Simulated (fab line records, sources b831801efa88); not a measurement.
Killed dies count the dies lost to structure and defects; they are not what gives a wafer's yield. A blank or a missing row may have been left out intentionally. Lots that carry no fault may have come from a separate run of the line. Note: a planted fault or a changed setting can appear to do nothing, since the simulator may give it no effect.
Check of tool commonality | flow gf180mcu | 11 lots, 39 wafers sampled

REASON IT WAS OPENED
GF_LVPWELL_OVL_MEAS_07, reading LVPWELL_OVL: flagged on 2 of 11 lots. Wafers without a fault read 0.1 nm, standard deviation 1.4.
Rule: a lot is flagged in two cases, either no wafer of it has a number, or all its wafers with numbers fall more than 4 standard deviations from that mean. The rest of the lots are taken to be sound.

lot  | measured    | on         | LVPWELL_OVL (nm), wafer by wafer    | flag
L471 | day 3 22:51 | overlay-01 | 1.3 -1.2 -0.3                       |
L472 | day 4 03:13 | overlay-01 | 1.8 1.4 0.1                         |
L473 | day 4 07:43 | overlay-01 | -0.8 -1.3 -1.5                      |
L474 | day 4 13:46 | overlay-01 | -0.3 -0.8 -0.1                      |
L475 | day 4 19:02 | overlay-01 | 1.4 -1.2 0.0                        |
L477 | day 5 08:11 | overlay-01 | 229.0 226.1 228.3 229.9 226.8 228.0 | FLAGGED
L482 | day 6 13:08 | overlay-01 | 228.0 229.6 228.4 228.4 230.3 229.0 | FLAGGED
L488 | day 8 06:34 | overlay-02 | 0.8 0.1 2.2                         |
L489 | day 8 06:49 | overlay-02 | 1.1 2.0 2.6                         |
L490 | day 8 12:11 | overlay-02 | -0.5 0.8 -0.6                       |
L493 | day 9 05:05 | overlay-01 | 0.0 -1.2 1.7                        |
Averaged over the flagged lots the numbers come to 228.5 nm, +228.4 nm from the usual (+99 or more standard deviations).

TOOL THAT RAN EACH LOT
The record holds 1 process step before the reading, out of a route of 602 steps. Each cell gives the tool, then ch followed by the chambers the sampled wafers passed through, then the start.
lot  | flag    | GF_LVPWELL_EXPOSE_04
L471 |         | iline stepper-01 ch 0, day 3 16:53
L472 |         | iline stepper-02 ch 0, day 3 20:57
L473 |         | iline stepper-02 ch 0, day 4 00:56
L474 |         | iline stepper-01 ch 0, day 4 06:53
L475 |         | iline stepper-01 ch 0, day 4 12:01
L477 | FLAGGED | iline stepper-01 ch 0, day 5 01:23
L482 | FLAGGED | iline stepper-01 ch 0, day 6 05:23
L488 |         | iline stepper-02 ch 0, day 7 22:16
L489 |         | iline stepper-02 ch 0, day 7 22:50
L490 |         | iline stepper-02 ch 0, day 8 04:19
L493 |         | iline stepper-02 ch 0, day 8 21:14
What is done by these steps:
- GF_LVPWELL_EXPOSE_04: exposes mask LVPWELL, target cd 600 nm.
- GF_LVPWELL_OVL_MEAS_07

FLAGGED OVER TOTAL, TOOL BY TOOL (the gauges that took the reading come last)
step                   | tool             | lots run | flagged | share of the flagged lots | sound lots run after its first flagged lot
GF_LVPWELL_EXPOSE_04   | iline stepper-01 | 5        | 2       | all                       | 0
GF_LVPWELL_EXPOSE_04   | iline stepper-02 | 6        | 0       | none                      | -
GF_LVPWELL_OVL_MEAS_07 | overlay-01       | 8        | 2       | all                       | 1 (L493)
GF_LVPWELL_OVL_MEAS_07 | overlay-02       | 3        | 0       | none                      | -

WHAT THE TABLE ALLOWS
Table rows that saw every flagged lot: 2, namely iline stepper-01 at GF_LVPWELL_EXPOSE_04 and overlay-01 at GF_LVPWELL_OVL_MEAS_07.
- iline stepper-01 at GF_LVPWELL_EXPOSE_04 ran 5 lots, 2 of them flagged. A fault beginning between L475 (day 4 12:01), its last sound lot, and L477 (day 5 01:23), its first flagged one, fits the data.
- overlay-01 at GF_LVPWELL_OVL_MEAS_07 ran 8 lots, 2 of them flagged. Lots that were sound ran on it after the first flagged one (L493); a persistent fault on the entire tool would not allow that.
One tool is left: iline stepper-01 at GF_LVPWELL_EXPOSE_04.

WHAT WAS PUT IN BY THE SIMULATOR
Scanner matching overlay: iline stepper-01, from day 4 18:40 on, at GF_LVPWELL_EXPOSE_04. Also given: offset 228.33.
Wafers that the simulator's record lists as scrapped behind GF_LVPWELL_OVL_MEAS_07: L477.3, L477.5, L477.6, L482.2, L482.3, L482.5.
Shown lots that were struck: L477, L482. This agrees with what the rule above found.
